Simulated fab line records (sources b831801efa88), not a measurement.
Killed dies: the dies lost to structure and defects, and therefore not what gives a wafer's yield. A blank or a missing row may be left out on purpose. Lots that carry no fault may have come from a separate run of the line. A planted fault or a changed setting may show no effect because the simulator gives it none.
Problem report in the 8D (eight disciplines) form, filled by code | flow gf180mcu | the parts of the form that need people (team, actions taken, sign-off) are left out

## 1. THE PROBLEM
Mean of stripTimeToEndpointS at GF_MVSD_STRIP_10: 36.21 s over 3 wafers from 1 lot, against 36.92 s (standard deviation 0.11) on wafers with no fault. Measured from the usual mean, that is -6.5 standard deviations.
The step: strips in O2/N2.
First observed at day 7 10:47: wafer L398.2, on plasmaAsher-01. The record has a number at this step for 36 wafers belonging to 12 lots. Rule for "out" (also "out of limits"): further than 4 standard deviations from the usual mean. Any other wafer with a number is counted as sound.

## 2. WHAT IT IS, WHAT IT ISN'T
question                    | is                     | is not
which readings at this step | stripTimeToEndpointS   | drypumpMotorCurrentA, heaterPowerW
which lots                  | L398                   | L386, L387, L388, L389, L390, L391, L392, L400, L403, L407, L409
which wafers of those lots  | all that have a number | -
read on which tools         | plasmaAsher-01         | plasmaAsher-03, plasmaAsher-04
when                        | from day 7 10:47       | up to then (21 sound wafers); but 12 sound wafers of L400, L403, L407, L409 came after

## 3. WHAT RULES OUT EACH SUSPECT
Counting: a tool at a process step up to the reading stays a suspect if it ran every lot that is out and no sound lot after the first of them.
- plasmaAsher-01 at GF_MVSD_STRIP_10 (strips in O2/N2): kept. It ran the lot that is out, L398 (day 7 10:47), and no sound lot after that; its last sound lot up to then is L391 (day 5 11:14). Its own readings are out on those wafers: stripTimeToEndpointS.
After counting, what remains is plasmaAsher-01 at GF_MVSD_STRIP_10.

## 4. THE CAUSE (what the simulator had put in)
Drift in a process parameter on plasmaAsher-01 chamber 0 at GF_MVSD_STRIP_10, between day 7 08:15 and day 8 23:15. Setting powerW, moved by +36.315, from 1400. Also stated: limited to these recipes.
The count eliminated every tool but this one.

## 5. THE CHAIN OF EFFECTS, in route order
One row per reading whose mean, taken over the struck wafers that have a number, lies over 3 standard deviations from the usual. Only readings for which the record gives a usual standard deviation are gone through. hours: the time from each lot's start at the first step in this table that gives one to its start at this step, as a median over the lots. sigmas: the change in usual standard deviations.
hours | step             | reading              | usual   | on struck wafers | change | sigmas
0     | GF_MVSD_STRIP_10 | stripTimeToEndpointS | 36.92 s | 36.21            | -0.71  | -6.5
Here are the process steps it includes:
- GF_MVSD_STRIP_10: strips in O2/N2.
Later measuring or inspecting steps at which every struck wafer that the step has a row for has a number for every such reading, and none has moved that far: GF_HV_LDD_CD_MEAS_19, GF_HV_LDD_OVL_MEAS_47.

## 6. HOW IT WOULD HAVE BEEN CAUGHT EARLIER
First out-of-limits reading in this record: day 7 10:47, which is 3 hours after fault onset at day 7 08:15.
